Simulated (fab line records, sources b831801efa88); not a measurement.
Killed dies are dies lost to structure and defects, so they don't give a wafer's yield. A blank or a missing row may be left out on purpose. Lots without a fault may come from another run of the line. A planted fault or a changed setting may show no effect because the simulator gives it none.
Which tool did it? | flow gf180mcu | 7 lots, 21 wafers sampled, at 1 step of a route of 602

WHAT THE GAUGES READ, wafer by wafer
GF_V2_THK_MEAS_25: measures by xrf.
lot  | measured     | on            | V2_W_THK (nm)
L565 | day 20 17:46 | film_metro-03 | 349 343 350
L567 | day 21 10:30 | film_metro-04 | 333 340 338
L572 | day 23 01:08 | film_metro-03 | 341 341 345
L574 | day 23 23:37 | film_metro-02 | 344 347 345
L578 | day 25 03:04 | film_metro-02 | 343 344 343
L581 | day 26 03:07 | film_metro-04 | 346 343 344
L586 | day 28 03:35 | film_metro-02 | 344 337 343

WHICH TOOL RAN EACH LOT (tool, then ch and the chambers of the sampled wafers, then the start)
The record holds no process step before these readings.

THE ANSWER, worked out from the rows above alone
Rule: what is usual is taken from the lots themselves. Put in order of their means at a reading, lots are off if they are a third of the lots or fewer, leave a main group of 4 or more, and stand apart from it by a gap of 3 or more times the standard deviation of the main group's means; of several such gaps the widest counts. A main group whose means are all the same, to the digits that the tables above print for the reading, isn't used. A lot without any number at a reading at which 4 lots or more have one is off too. The other lots that the step has rows for count as sound.
No lot is off at any reading shown: from this, nothing can be told.

WHAT THE SIMULATOR HAD PUT IN
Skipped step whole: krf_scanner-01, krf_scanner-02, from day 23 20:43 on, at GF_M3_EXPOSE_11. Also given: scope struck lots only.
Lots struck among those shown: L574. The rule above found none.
